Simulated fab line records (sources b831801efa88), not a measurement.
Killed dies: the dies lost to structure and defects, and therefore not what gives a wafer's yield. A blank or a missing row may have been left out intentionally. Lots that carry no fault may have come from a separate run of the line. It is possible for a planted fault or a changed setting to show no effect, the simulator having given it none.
Which tool did it? + flow sky130 + 12 lots (36 wafers sampled), 1 step of a 708-step route

## WHAT EACH GAUGE READ, for each wafer
SKY_VIA3_RS_MEAS_22: measurement is done with a four-point probe.
| lot  | measured     | on            | VIA3_W_RS (ohm/sq) |
|------|--------------|---------------|--------------------|
| L988 | day 39 18:18 | film metro-03 | 0.303 0.299 0.297  |
| L990 | day 40 06:35 | film metro-04 | 0.295 0.298 0.294  |
| L991 | day 40 17:38 | film metro-03 | 0.295 0.296 0.298  |
| L993 | day 41 11:15 | film metro-04 | 0.301 0.301 0.306  |
| L994 | day 42 01:58 | film metro-04 | 0.299 0.298 0.296  |
| L997 | day 42 11:56 | film metro-01 | 0.299 0.293 0.300  |
| L999 | day 43 13:19 | film metro-03 | 0.300 0.300 0.302  |
| L102 | day 44 04:15 | film metro-04 | 0.295 0.299 0.292  |
| L105 | day 44 15:18 | film metro-03 | 0.301 0.294 0.302  |
| L107 | day 45 08:41 | film metro-03 | 0.300 0.300 0.298  |
| L108 | day 45 11:43 | film metro-01 | 0.294 0.298 0.297  |
| L109 | day 45 23:54 | film metro-01 | 0.297 0.296 0.298  |

## TOOL THAT RAN EACH LOT (tool first, then ch and the chambers of the sampled wafers, then the start)
There is no process step in the record ahead of these readings.

## AS READ BY THE TOOLS THEMSELVES (means over the sampled wafers that have a number; for cases with no such wafer, the mark the record gives instead)
The record holds no such reading with a usual standard deviation.

## THE ANSWER, worked out from the rows above alone
Rule: the lots themselves supply what counts as usual. Put in order of their means at a reading, lots are off if they are a third of the lots or fewer, leave a main group of 4 or more, and stand apart from it by a gap of 3 or more times the standard deviation of the main group's means; of several such gaps the widest counts. The tables above print the reading to a certain number of digits; a main group whose means all agree to those digits is not used. Also off: a lot with no number at a reading for which 4 or more lots have one. All remaining lots with rows at the step are treated as sound. First the gauges in route order, then the tools' own readings, where a lot's mean is used as printed above. At the first step where some lot is off, the reading lying furthest off is the one used; lots without a number count as furthest.
Across all readings shown, no lot is off: no conclusion can be drawn from this.

## WHAT THE SIMULATOR HAD INSERTED
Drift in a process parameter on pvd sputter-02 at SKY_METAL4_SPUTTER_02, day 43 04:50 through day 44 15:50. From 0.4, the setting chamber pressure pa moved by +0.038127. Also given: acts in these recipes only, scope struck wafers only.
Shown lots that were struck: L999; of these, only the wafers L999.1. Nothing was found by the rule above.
